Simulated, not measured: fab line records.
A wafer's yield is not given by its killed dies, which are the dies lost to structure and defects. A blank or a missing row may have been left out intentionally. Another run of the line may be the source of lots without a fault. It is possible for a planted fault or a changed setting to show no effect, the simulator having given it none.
8D (eight disciplines) problem report, filled in by code + flow sky130 + the parts of the form that need people (team, actions taken, sign-off) are left out

1. PROBLEM STATEMENT
Wafers free of any fault read 251 nm (standard deviation 3.4) for METAL1_ALCU_THK at SKY_METAL1_THK_MEAS_06, against a mean of 232 nm on 3 wafers of 2 lots. That is -5.7 standard deviations from the usual mean.
The step: measures by xrf.
First observed at day 37 22:28: wafer L322.3, on film_metro-02. The record has a number at this step for 33 wafers belonging to 11 lots. The rule behind "out" and "out of limits": a value lying over 4 standard deviations away from the usual mean. The other wafers with a number count as sound.

2. WHAT IT IS AND WHAT IT IS NOT
| question                    | is                           | is not                                                              |
|-----------------------------|------------------------------|---------------------------------------------------------------------|
| which readings at this step | METAL1_ALCU_THK              | -                                                                   |
| which lots                  | L322, L323                   | L301, L303, L304, L306, L307, L309, L310, L312, L314                |
| which wafers of those lots  | L322.3, L322.5, L323.1       | L322.1, L323.3, L323.4                                              |
| read on which gauges        | film_metro-02, film_metro-03 | film_metro-01                                                       |
| when                        | from day 37 22:28            | up to then (28 sound wafers); but 2 sound wafers of L323 came after |

3. THE SUSPECTS, EACH WITH WHAT RULES IT OUT
Counting: any tool at a process step up to the reading remains a suspect provided it ran every lot that is out. Sound lots after the first of them don't rule it out here, since some wafers of a struck lot are sound.
- the gauge at SKY_METAL1_THK_MEAS_06 has been ruled out. The wafers that are out were read on 2 gauges (film_metro-02, film_metro-03).
- pvd_sputter-04 at SKY_METAL1_SPUTTER_04 (material TiN, target thk 70 nm, time 58.3 s): kept. It ran every lot that is out, first L322 (day 37 22:18); its last sound lot up to then is L309 (day 35 04:47).
The count leaves pvd_sputter-04 at SKY_METAL1_SPUTTER_04.

4. THE CAUSE (what the simulator had put in)
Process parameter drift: pvd_sputter-04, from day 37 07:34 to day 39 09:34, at SKY_METAL1_SPUTTER_04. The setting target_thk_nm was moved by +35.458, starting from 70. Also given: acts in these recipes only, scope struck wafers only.
The count eliminated every tool but this one.

5. SEQUENCE OF EFFECTS, ordered by route
Each row: a reading where the mean over the struck wafers with a number is more than 3 standard deviations away from the usual. Only readings whose record carries a usual standard deviation are examined. hours: median over the lots of the time between each lot's start at the first step of this table that gives one and its start at this step. sigmas: the change, counted in usual standard deviations.
| hours | step                   | reading         | usual  | on struck wafers | change | sigmas |
|-------|------------------------|-----------------|--------|------------------|--------|--------|
| 0     | SKY_METAL1_THK_MEAS_06 | METAL1_ALCU_THK | 251 nm | 232              | -19    | -5.7   |
Later steps that measure or inspect, where all struck wafers having a row at the step show a number for every such reading and not one has moved that far: SKY_VIA1_BOW_MEAS_03, SKY_VIA1_THK_MEAS_23.

6. WHAT WOULD HAVE CAUGHT IT SOONER
In this record the first reading out of limits at a measuring or inspecting step was taken at day 37 22:28, 15 hours after the fault began at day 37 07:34.
Tool readings at SKY_METAL1_SPUTTER_04 with a usual standard deviation given in the record: none out on any struck wafer, hence no alarm at a limit of 4 standard deviations on them.
L323, from the lots that are out (2), started SKY_METAL1_SPUTTER_04 on pvd_sputter-04 later than day 37 22:28. Holding the tool at that time would have saved it.
